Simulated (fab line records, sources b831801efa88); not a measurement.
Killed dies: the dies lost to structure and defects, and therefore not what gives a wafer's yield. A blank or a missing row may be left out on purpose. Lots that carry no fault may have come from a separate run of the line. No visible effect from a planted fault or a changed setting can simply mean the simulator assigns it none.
Which tool is to blame? || flow sky130 || Sampling: 24 lots, 72 wafers, 6 of 708 route steps

== WHAT THE GAUGES SHOWED, per wafer ==
SKY_POLY_GATE_CD_MEAS_13: the cd target is 150 nm.
{"lot": "L074", "measured": "day 16 14:11", "on": "cd sem-01", "cd nm (nm)": "148.4 148.8 148.3"}
{"lot": "L075", "measured": "day 16 14:26", "on": "cd sem-01", "cd nm (nm)": "150.9 149.4 151.8"}
{"lot": "L076", "measured": "day 17 06:21", "on": "cd sem-02", "cd nm (nm)": "148.1 147.8 146.8"}
{"lot": "L077", "measured": "day 17 15:42", "on": "cd sem-01", "cd nm (nm)": "147.8 148.4 147.4"}
{"lot": "L078", "measured": "day 17 16:30", "on": "cd sem-02", "cd nm (nm)": "150.9 150.9 152.3"}
{"lot": "L079", "measured": "day 18 12:00", "on": "cd sem-02", "cd nm (nm)": "146.7 145.6 147.2"}
{"lot": "L080", "measured": "day 18 12:22", "on": "cd sem-01", "cd nm (nm)": "148.1 149.3 148.0"}
{"lot": "L081", "measured": "day 19 16:44", "on": "cd sem-02", "cd nm (nm)": "150.6 150.4 151.0"}
{"lot": "L082", "measured": "day 19 17:47", "on": "cd sem-01", "cd nm (nm)": "151.3 152.1 150.6"}
{"lot": "L083", "measured": "day 19 21:33", "on": "cd sem-01", "cd nm (nm)": "148.7 150.2 149.5"}
{"lot": "L084", "measured": "day 20 07:18", "on": "cd sem-02", "cd nm (nm)": "147.8 148.9 148.1"}
{"lot": "L085", "measured": "day 20 19:59", "on": "cd sem-02", "cd nm (nm)": "150.9 151.2 151.0"}
{"lot": "L086", "measured": "day 21 05:04", "on": "cd sem-01", "cd nm (nm)": "149.3 147.2 147.4"}
{"lot": "L087", "measured": "day 21 10:44", "on": "cd sem-02", "cd nm (nm)": "149.0 147.5 149.0"}
{"lot": "L088", "measured": "day 21 15:49", "on": "cd sem-01", "cd nm (nm)": "149.2 149.0 149.1"}
{"lot": "L089", "measured": "day 21 23:31", "on": "cd sem-02", "cd nm (nm)": "150.4 149.4 148.8"}
{"lot": "L090", "measured": "day 22 07:20", "on": "cd sem-02", "cd nm (nm)": "150.0 151.6 151.6"}
{"lot": "L091", "measured": "day 22 18:09", "on": "cd sem-02", "cd nm (nm)": "150.3 151.2 150.3"}
{"lot": "L092", "measured": "day 23 04:46", "on": "cd sem-01", "cd nm (nm)": "149.0 149.5 149.4"}
{"lot": "L093", "measured": "day 23 11:55", "on": "cd sem-01", "cd nm (nm)": "148.4 149.4 148.9"}
{"lot": "L094", "measured": "day 23 15:34", "on": "cd sem-02", "cd nm (nm)": "150.5 148.7 149.2"}
{"lot": "L095", "measured": "day 23 21:36", "on": "cd sem-01", "cd nm (nm)": "150.1 150.7 150.1"}
{"lot": "L096", "measured": "day 24 07:04", "on": "cd sem-01", "cd nm (nm)": "148.8 148.0 149.5"}
{"lot": "L097", "measured": "day 24 15:07", "on": "cd sem-01", "cd nm (nm)": "150.2 151.1 149.0"}

SKY_CONTACT_BOW_MEAS_05.
{"lot": "L074", "measured": "day 30 12:53", "on": "film metro-01", "CONTACT_BOW (um)": "87 73 78"}
{"lot": "L075", "measured": "day 30 14:01", "on": "film metro-03", "CONTACT_BOW (um)": "80 88 86"}
{"lot": "L076", "measured": "day 31 07:11", "on": "film metro-01", "CONTACT_BOW (um)": "86 87 83"}
{"lot": "L077", "measured": "day 31 13:34", "on": "film metro-03", "CONTACT_BOW (um)": "89 89 91"}
{"lot": "L078", "measured": "day 31 15:58", "on": "film metro-02", "CONTACT_BOW (um)": "75 77 83"}
{"lot": "L079", "measured": "day 32 13:57", "on": "film metro-03", "CONTACT_BOW (um)": "77 96 75"}
{"lot": "L080", "measured": "day 32 09:07", "on": "film metro-03", "CONTACT_BOW (um)": "84 89 94"}
{"lot": "L081", "measured": "day 33 11:31", "on": "film metro-02", "CONTACT_BOW (um)": "81 84 92"}
{"lot": "L082", "measured": "day 33 13:10", "on": "film metro-02", "CONTACT_BOW (um)": "89 89 85"}
{"lot": "L083", "measured": "day 33 15:23", "on": "film metro-01", "CONTACT_BOW (um)": "69 68 79"}
{"lot": "L084", "measured": "day 33 22:58", "on": "film metro-03", "CONTACT_BOW (um)": "84 76 81"}
{"lot": "L085", "measured": "day 34 10:48", "on": "film metro-01", "CONTACT_BOW (um)": "76 85 67"}
{"lot": "L086", "measured": "day 34 18:23", "on": "film metro-02", "CONTACT_BOW (um)": "85 84 90"}
{"lot": "L087", "measured": "day 35 00:04", "on": "film metro-02", "CONTACT_BOW (um)": "89 87 84"}
{"lot": "L088", "measured": "day 35 01:21", "on": "film metro-03", "CONTACT_BOW (um)": "83 82 79"}
{"lot": "L089", "measured": "day 35 09:50", "on": "film metro-03", "CONTACT_BOW (um)": "79 91 90"}
{"lot": "L090", "measured": "day 35 15:51", "on": "film metro-03", "CONTACT_BOW (um)": "89 86 93"}
{"lot": "L091", "measured": "day 36 00:32", "on": "film metro-03", "CONTACT_BOW (um)": "83 85 77"}
{"lot": "L092", "measured": "day 36 11:52", "on": "film metro-03", "CONTACT_BOW (um)": "84 80 74"}
{"lot": "L093", "measured": "day 36 17:58", "on": "film metro-03", "CONTACT_BOW (um)": "73 78 77"}
{"lot": "L094", "measured": "day 36 18:47", "on": "film metro-03", "CONTACT_BOW (um)": "81 90 90"}
{"lot": "L095", "measured": "day 37 01:08", "on": "film metro-02", "CONTACT_BOW (um)": "79 95 97"}
{"lot": "L096", "measured": "day 37 06:08", "on": "film metro-02", "CONTACT_BOW (um)": "77 84 88"}
{"lot": "L097", "measured": "day 37 18:33", "on": "film metro-03", "CONTACT_BOW (um)": "90 77 82"}

SKY_VIA1_CD_MEAS_12: the cd target is 150 nm.
{"lot": "L074", "measured": "day 34 01:10", "on": "cd sem-02", "cd nm (nm)": "150.4 152.1 150.3"}
{"lot": "L075", "measured": "day 34 02:21", "on": "cd sem-02", "cd nm (nm)": "150.5 151.4 151.6"}
{"lot": "L076", "measured": "day 34 18:26", "on": "cd sem-02", "cd nm (nm)": "148.2 149.9 148.3"}
{"lot": "L077", "measured": "day 35 00:03", "on": "cd sem-02", "cd nm (nm)": "152.3 151.8 151.5"}
{"lot": "L078", "measured": "day 35 02:30", "on": "cd sem-01", "cd nm (nm)": "151.4 150.9 152.4"}
{"lot": "L079", "measured": "day 36 00:27", "on": "cd sem-01", "cd nm (nm)": "150.5 149.6 148.1"}
{"lot": "L080", "measured": "day 35 21:17", "on": "cd sem-02", "cd nm (nm)": "150.0 151.5 149.9"}
{"lot": "L081", "measured": "day 36 23:02", "on": "cd sem-01", "cd nm (nm)": "148.8 151.0 150.0"}
{"lot": "L082", "measured": "day 36 23:48", "on": "cd sem-02", "cd nm (nm)": "150.0 150.1 149.8"}
{"lot": "L083", "measured": "day 37 01:07", "on": "cd sem-02", "cd nm (nm)": "150.6 149.1 149.5"}
{"lot": "L084", "measured": "day 37 09:53", "on": "cd sem-01", "cd nm (nm)": "147.8 149.3 148.3"}
{"lot": "L085", "measured": "day 37 20:25", "on": "cd sem-01", "cd nm (nm)": "150.8 149.4 151.5"}
{"lot": "L086", "measured": "day 38 04:34", "on": "cd sem-02", "cd nm (nm)": "149.8 147.5 150.6"}
{"lot": "L087", "measured": "day 38 09:15", "on": "cd sem-02", "cd nm (nm)": "149.7 149.9 151.2"}
{"lot": "L088", "measured": "day 38 10:36", "on": "cd sem-02", "cd nm (nm)": "149.9 149.3 150.5"}
{"lot": "L089", "measured": "day 38 19:07", "on": "cd sem-01", "cd nm (nm)": "148.8 149.3 148.6"}
{"lot": "L090", "measured": "day 39 00:56", "on": "cd sem-01", "cd nm (nm)": "152.3 150.2 151.6"}
{"lot": "L091", "measured": "day 39 08:25", "on": "cd sem-02", "cd nm (nm)": "147.0 147.8 148.9"}
{"lot": "L092", "measured": "day 39 18:11", "on": "cd sem-02", "cd nm (nm)": "149.2 150.6 148.7"}
{"lot": "L093", "measured": "day 40 00:44", "on": "cd sem-02", "cd nm (nm)": "152.5 153.4 152.9"}
{"lot": "L094", "measured": "day 40 02:26", "on": "cd sem-02", "cd nm (nm)": "152.3 153.9 152.0"}
{"lot": "L095", "measured": "day 40 06:49", "on": "cd sem-02", "cd nm (nm)": "151.6 153.2 151.5"}
{"lot": "L096", "measured": "day 40 13:11", "on": "cd sem-01", "cd nm (nm)": "149.1 150.4 150.6"}
{"lot": "L097", "measured": "day 40 23:58", "on": "cd sem-01", "cd nm (nm)": "151.5 152.1 151.9"}

== EACH LOT AND THE TOOL THAT RAN IT (in order: tool; ch and the chambers of the sampled wafers; start) ==
{"lot": "L074", "SKY_CONTACT_CVD_00": "pecvd-01 ch 0,1,2, day 30 12:22", "SKY_METAL1_ETCH_18": "rie metal-02 ch 0,1, day 32 21:11", "SKY_VIA1_CMP_02": "cmp-02 ch 0,1,3, day 32 22:09"}
{"lot": "L075", "SKY_CONTACT_CVD_00": "pecvd-04 ch 1,2, day 30 13:29", "SKY_METAL1_ETCH_18": "rie metal-01 ch 0,1, day 32 22:29", "SKY_VIA1_CMP_02": "cmp-01 ch 0,1,3, day 32 23:24"}
{"lot": "L076", "SKY_CONTACT_CVD_00": "pecvd-01 ch 0,1, day 31 06:27", "SKY_METAL1_ETCH_18": "rie metal-01 ch 0,1, day 33 15:06", "SKY_VIA1_CMP_02": "cmp-02 ch 0,2, day 33 16:01"}
{"lot": "L077", "SKY_CONTACT_CVD_00": "pecvd-01 ch 0,2, day 31 13:02", "SKY_METAL1_ETCH_18": "rie metal-04 ch 0,1, day 33 20:51", "SKY_VIA1_CMP_02": "cmp-01 ch 1,2,3, day 33 21:52"}
{"lot": "L078", "SKY_CONTACT_CVD_00": "pecvd-04 ch 0,1,2, day 31 15:26", "SKY_METAL1_ETCH_18": "rie metal-02 ch 0,1, day 33 22:37", "SKY_VIA1_CMP_02": "cmp-02 ch 0,2, day 33 23:37"}
{"lot": "L079", "SKY_CONTACT_CVD_00": "pecvd-04 ch 0,1, day 32 13:25", "SKY_METAL1_ETCH_18": "rie metal-02 ch 0,1, day 34 20:35", "SKY_VIA1_CMP_02": "cmp-02 ch 1,2,3, day 34 21:33"}
{"lot": "L080", "SKY_CONTACT_CVD_00": "pecvd-01 ch 0,1,2, day 32 08:33", "SKY_METAL1_ETCH_18": "rie metal-01 ch 0, day 34 17:23", "SKY_VIA1_CMP_02": "cmp-02 ch 0,2, day 34 18:27"}
{"lot": "L081", "SKY_CONTACT_CVD_00": "pecvd-01 ch 0,1, day 33 10:58", "SKY_METAL1_ETCH_18": "rie metal-01 ch 0,1, day 35 19:11", "SKY_VIA1_CMP_02": "cmp-02 ch 1,2,3, day 35 20:20"}
{"lot": "L082", "SKY_CONTACT_CVD_00": "pecvd-03 ch 1,2, day 33 12:35", "SKY_METAL1_ETCH_18": "rie metal-04 ch 0,1, day 35 20:09", "SKY_VIA1_CMP_02": "cmp-02 ch 0,1, day 35 21:11"}
{"lot": "L083", "SKY_CONTACT_CVD_00": "pecvd-04 ch 0,1, day 33 14:52", "SKY_METAL1_ETCH_18": "rie metal-02 ch 1, day 35 21:41", "SKY_VIA1_CMP_02": "cmp-02 ch 1,2,3, day 35 22:47"}
{"lot": "L084", "SKY_CONTACT_CVD_00": "pecvd-04 ch 0,1, day 33 22:26", "SKY_METAL1_ETCH_18": "rie metal-01 ch 0, day 36 06:39", "SKY_VIA1_CMP_02": "cmp-02 ch 0,1,2, day 36 07:37"}
{"lot": "L085", "SKY_CONTACT_CVD_00": "pecvd-01 ch 0,1,2, day 34 10:06", "SKY_METAL1_ETCH_18": "rie metal-04 ch 0,1, day 36 17:19", "SKY_VIA1_CMP_02": "cmp-02 ch 1,3, day 36 18:16"}
{"lot": "L086", "SKY_CONTACT_CVD_00": "pecvd-04 ch 1,2, day 34 17:50", "SKY_METAL1_ETCH_18": "rie metal-01 ch 0,1, day 37 00:31", "SKY_VIA1_CMP_02": "cmp-01 ch 1,2, day 37 01:29"}
{"lot": "L087", "SKY_CONTACT_CVD_00": "pecvd-01 ch 0,1,2, day 34 23:31", "SKY_METAL1_ETCH_18": "rie metal-02 ch 0,1, day 37 06:08", "SKY_VIA1_CMP_02": "cmp-02 ch 0,2,3, day 37 07:11"}
{"lot": "L088", "SKY_CONTACT_CVD_00": "pecvd-03 ch 0,1,2, day 35 00:47", "SKY_METAL1_ETCH_18": "rie metal-04 ch 0,1, day 37 07:39", "SKY_VIA1_CMP_02": "cmp-01 ch 0,1, day 37 08:38"}
{"lot": "L089", "SKY_CONTACT_CVD_00": "pecvd-01 ch 0,1,2, day 35 09:18", "SKY_METAL1_ETCH_18": "rie metal-04 ch 0,1, day 37 16:25", "SKY_VIA1_CMP_02": "cmp-02 ch 1,2,3, day 37 17:23"}
{"lot": "L090", "SKY_CONTACT_CVD_00": "pecvd-04 ch 1,2, day 35 15:19", "SKY_METAL1_ETCH_18": "rie metal-02 ch 0,1, day 37 22:06", "SKY_VIA1_CMP_02": "cmp-02 ch 0,2,3, day 37 23:31"}
{"lot": "L091", "SKY_CONTACT_CVD_00": "pecvd-04 ch 0,1,2, day 36 00:00", "SKY_METAL1_ETCH_18": "rie metal-02 ch 0,1, day 38 06:35", "SKY_VIA1_CMP_02": "cmp-01 ch 0,2,3, day 38 07:30"}
{"lot": "L092", "SKY_CONTACT_CVD_00": "pecvd-03 ch 1,2, day 36 11:10", "SKY_METAL1_ETCH_18": "rie metal-04 ch 0,1, day 38 16:21", "SKY_VIA1_CMP_02": "cmp-02 ch 0,3, day 38 17:16"}
{"lot": "L093", "SKY_CONTACT_CVD_00": "pecvd-01 ch 1,2, day 36 17:27", "SKY_METAL1_ETCH_18": "rie metal-02 ch 0,1, day 38 22:48", "SKY_VIA1_CMP_02": "cmp-01 ch 2,3, day 38 23:47"}
{"lot": "L094", "SKY_CONTACT_CVD_00": "pecvd-03 ch 0,1,2, day 36 18:14", "SKY_METAL1_ETCH_18": "rie metal-02 ch 0,1, day 39 00:10", "SKY_VIA1_CMP_02": "cmp-01 ch 0,1,3, day 39 01:37"}
{"lot": "L095", "SKY_CONTACT_CVD_00": "pecvd-03 ch 0,1,2, day 37 00:28", "SKY_METAL1_ETCH_18": "rie metal-01 ch 0,1, day 39 05:47", "SKY_VIA1_CMP_02": "cmp-02 ch 0,1,2, day 39 06:49"}
{"lot": "L096", "SKY_CONTACT_CVD_00": "pecvd-01 ch 0,2, day 37 05:35", "SKY_METAL1_ETCH_18": "rie metal-02 ch 0,1, day 39 11:20", "SKY_VIA1_CMP_02": "cmp-01 ch 0,1,2, day 39 12:23"}
{"lot": "L097", "SKY_CONTACT_CVD_00": "pecvd-04 ch 1,2, day 37 18:01", "SKY_METAL1_ETCH_18": "rie metal-02 ch 0,1, day 39 22:01", "SKY_VIA1_CMP_02": "cmp-02 ch 1,2,3, day 39 23:13"}
- SKY_CONTACT_CVD_00: deposits Si3N4, target thk 75 nm.
- SKY_METAL1_ETCH_18: etches BARC in N2/H2, stops on SiO2, time 45.9 s, target depth 60 nm.
- SKY_VIA1_CMP_02: polishes SiO2.

== WHAT THE TOOLS THEMSELVES READ (means of the sampled wafers that have a number; where no wafer has one, the mark that the record gives instead) ==
SKY_CONTACT_CVD_00.
{"lot": "L074", "tool": "pecvd-01", "heater power w (W)": 706}
{"lot": "L075", "tool": "pecvd-04", "heater power w (W)": 544}
{"lot": "L076", "tool": "pecvd-01", "heater power w (W)": 683}
{"lot": "L077", "tool": "pecvd-01", "heater power w (W)": 610}
{"lot": "L078", "tool": "pecvd-04", "heater power w (W)": 671}
{"lot": "L079", "tool": "pecvd-04", "heater power w (W)": 658}
{"lot": "L080", "tool": "pecvd-01", "heater power w (W)": 672}
{"lot": "L081", "tool": "pecvd-01", "heater power w (W)": 731}
{"lot": "L082", "tool": "pecvd-03", "heater power w (W)": 781}
{"lot": "L083", "tool": "pecvd-04", "heater power w (W)": 740}
{"lot": "L084", "tool": "pecvd-04", "heater power w (W)": 789}
{"lot": "L085", "tool": "pecvd-01", "heater power w (W)": 681}
{"lot": "L086", "tool": "pecvd-04", "heater power w (W)": 597}
{"lot": "L087", "tool": "pecvd-01", "heater power w (W)": 686}
{"lot": "L088", "tool": "pecvd-03", "heater power w (W)": 736}
{"lot": "L089", "tool": "pecvd-01", "heater power w (W)": 691}
{"lot": "L090", "tool": "pecvd-04", "heater power w (W)": 601}
{"lot": "L091", "tool": "pecvd-04", "heater power w (W)": 690}
{"lot": "L092", "tool": "pecvd-03", "heater power w (W)": 786}
{"lot": "L093", "tool": "pecvd-01", "heater power w (W)": 720}
{"lot": "L094", "tool": "pecvd-03", "heater power w (W)": 773}
{"lot": "L095", "tool": "pecvd-03", "heater power w (W)": 760}
{"lot": "L096", "tool": "pecvd-01", "heater power w (W)": 632}
{"lot": "L097", "tool": "pecvd-04", "heater power w (W)": 632}

SKY_METAL1_ETCH_18.
{"lot": "L074", "tool": "rie metal-02", "drypump motor current A (A)": 5.8, "oes product au (a.u.)": 0.857, "throttle valve pct (%)": 13.224}
{"lot": "L075", "tool": "rie metal-01", "drypump motor current A (A)": 5.8, "oes product au (a.u.)": 0.855, "throttle valve pct (%)": 13.224}
{"lot": "L076", "tool": "rie metal-01", "drypump motor current A (A)": 6.2, "oes product au (a.u.)": 0.852, "throttle valve pct (%)": 13.226}
{"lot": "L077", "tool": "rie metal-04", "drypump motor current A (A)": 6.1, "oes product au (a.u.)": 0.853, "throttle valve pct (%)": 13.225}
{"lot": "L078", "tool": "rie metal-02", "drypump motor current A (A)": 5.8, "oes product au (a.u.)": 0.859, "throttle valve pct (%)": 13.226}
{"lot": "L079", "tool": "rie metal-02", "drypump motor current A (A)": 5.8, "oes product au (a.u.)": 0.853, "throttle valve pct (%)": 13.230}
{"lot": "L080", "tool": "rie metal-01", "drypump motor current A (A)": 5.4, "oes product au (a.u.)": 0.859, "throttle valve pct (%)": 13.230}
{"lot": "L081", "tool": "rie metal-01", "drypump motor current A (A)": 6.2, "oes product au (a.u.)": 0.855, "throttle valve pct (%)": 13.226}
{"lot": "L082", "tool": "rie metal-04", "drypump motor current A (A)": 6.2, "oes product au (a.u.)": 0.855, "throttle valve pct (%)": 13.219}
{"lot": "L083", "tool": "rie metal-02", "drypump motor current A (A)": 5.7, "oes product au (a.u.)": 0.853, "throttle valve pct (%)": 13.217}
{"lot": "L084", "tool": "rie metal-01", "drypump motor current A (A)": 5.4, "oes product au (a.u.)": 0.854, "throttle valve pct (%)": 13.222}
{"lot": "L085", "tool": "rie metal-04", "drypump motor current A (A)": 6.2, "oes product au (a.u.)": 0.856, "throttle valve pct (%)": 13.224}
{"lot": "L086", "tool": "rie metal-01", "drypump motor current A (A)": 6.2, "oes product au (a.u.)": 0.853, "throttle valve pct (%)": 13.225}
{"lot": "L087", "tool": "rie metal-02", "drypump motor current A (A)": 6.0, "oes product au (a.u.)": 0.854, "throttle valve pct (%)": 13.215}
{"lot": "L088", "tool": "rie metal-04", "drypump motor current A (A)": 6.2, "oes product au (a.u.)": 0.853, "throttle valve pct (%)": 13.230}
{"lot": "L089", "tool": "rie metal-04", "drypump motor current A (A)": 6.2, "oes product au (a.u.)": 0.852, "throttle valve pct (%)": 13.226}
{"lot": "L090", "tool": "rie metal-02", "drypump motor current A (A)": 5.9, "oes product au (a.u.)": 0.857, "throttle valve pct (%)": 13.217}
{"lot": "L091", "tool": "rie metal-02", "drypump motor current A (A)": 5.8, "oes product au (a.u.)": 0.854, "throttle valve pct (%)": 13.218}
{"lot": "L092", "tool": "rie metal-04", "drypump motor current A (A)": 6.2, "oes product au (a.u.)": 0.858, "throttle valve pct (%)": 13.225}
{"lot": "L093", "tool": "rie metal-02", "drypump motor current A (A)": 6.0, "oes product au (a.u.)": 0.849, "throttle valve pct (%)": 13.230}
{"lot": "L094", "tool": "rie metal-02", "drypump motor current A (A)": 6.0, "oes product au (a.u.)": 0.856, "throttle valve pct (%)": 13.224}
{"lot": "L095", "tool": "rie metal-01", "drypump motor current A (A)": 5.8, "oes product au (a.u.)": 0.851, "throttle valve pct (%)": 13.227}
{"lot": "L096", "tool": "rie metal-02", "drypump motor current A (A)": 6.0, "oes product au (a.u.)": 0.850, "throttle valve pct (%)": 13.219}
{"lot": "L097", "tool": "rie metal-02", "drypump motor current A (A)": 5.9, "oes product au (a.u.)": 0.852, "throttle valve pct (%)": 13.225}

SKY_VIA1_CMP_02.
{"lot": "L074", "tool": "cmp-02", "motor current A (A)": 12.4, "platen rpm (rpm)": 59.98}
{"lot": "L075", "tool": "cmp-01", "motor current A (A)": 11.4, "platen rpm (rpm)": 59.99}
{"lot": "L076", "tool": "cmp-02", "motor current A (A)": 11.4, "platen rpm (rpm)": 59.99}
{"lot": "L077", "tool": "cmp-01", "motor current A (A)": 10.7, "platen rpm (rpm)": 60.00}
{"lot": "L078", "tool": "cmp-02", "motor current A (A)": 11.4, "platen rpm (rpm)": 60.03}
{"lot": "L079", "tool": "cmp-02", "motor current A (A)": 12.6, "platen rpm (rpm)": 59.99}
{"lot": "L080", "tool": "cmp-02", "motor current A (A)": 11.7, "platen rpm (rpm)": 60.02}
{"lot": "L081", "tool": "cmp-02", "motor current A (A)": 12.9, "platen rpm (rpm)": 60.03}
{"lot": "L082", "tool": "cmp-02", "motor current A (A)": 11.5, "platen rpm (rpm)": 60.04}
{"lot": "L083", "tool": "cmp-02", "motor current A (A)": 12.5, "platen rpm (rpm)": 60.01}
{"lot": "L084", "tool": "cmp-02", "motor current A (A)": 11.9, "platen rpm (rpm)": 60.01}
{"lot": "L085", "tool": "cmp-02", "motor current A (A)": 12.2, "platen rpm (rpm)": 59.99}
{"lot": "L086", "tool": "cmp-01", "motor current A (A)": 10.8, "platen rpm (rpm)": 60.00}
{"lot": "L087", "tool": "cmp-02", "motor current A (A)": 12.4, "platen rpm (rpm)": 60.01}
{"lot": "L088", "tool": "cmp-01", "motor current A (A)": 12.1, "platen rpm (rpm)": 59.99}
{"lot": "L089", "tool": "cmp-02", "motor current A (A)": 12.8, "platen rpm (rpm)": 59.98}
{"lot": "L090", "tool": "cmp-02", "motor current A (A)": 12.5, "platen rpm (rpm)": 59.96}
{"lot": "L091", "tool": "cmp-01", "motor current A (A)": 11.2, "platen rpm (rpm)": 60.01}
{"lot": "L092", "tool": "cmp-02", "motor current A (A)": 12.4, "platen rpm (rpm)": 60.03}
{"lot": "L093", "tool": "cmp-01", "motor current A (A)": 11.0, "platen rpm (rpm)": 59.98}
{"lot": "L094", "tool": "cmp-01", "motor current A (A)": 11.5, "platen rpm (rpm)": 59.99}
{"lot": "L095", "tool": "cmp-02", "motor current A (A)": 11.7, "platen rpm (rpm)": 60.02}
{"lot": "L096", "tool": "cmp-01", "motor current A (A)": 11.5, "platen rpm (rpm)": 59.98}
{"lot": "L097", "tool": "cmp-02", "motor current A (A)": 12.7, "platen rpm (rpm)": 60.02}

== THE ANSWER, worked out from the rows above alone ==
Rule: the usual values come from the lots themselves. The widest of any qualifying gaps counts: lots, ordered by their means at a reading, are off when they make up no more than a third of the lots, leave a main group of 4 or more, and stand apart from it by 3 or more times the standard deviation of that group's means. A main group whose means are all the same, to the digits that the tables above print for the reading, isn't used. Also off: a lot with no number at a reading for which 4 or more lots have one. Any other lot the step has rows for is counted as sound. First the gauges in route order, then the tools' own readings, where a lot's mean is used as printed above. The first step at which some lot is off is used, and at that step the reading that is off furthest; a lot without a number counts as furthest.
No lot is off on any of the readings shown, so nothing can be concluded from this.

== WHAT HAD BEEN PUT IN BY THE SIMULATOR ==
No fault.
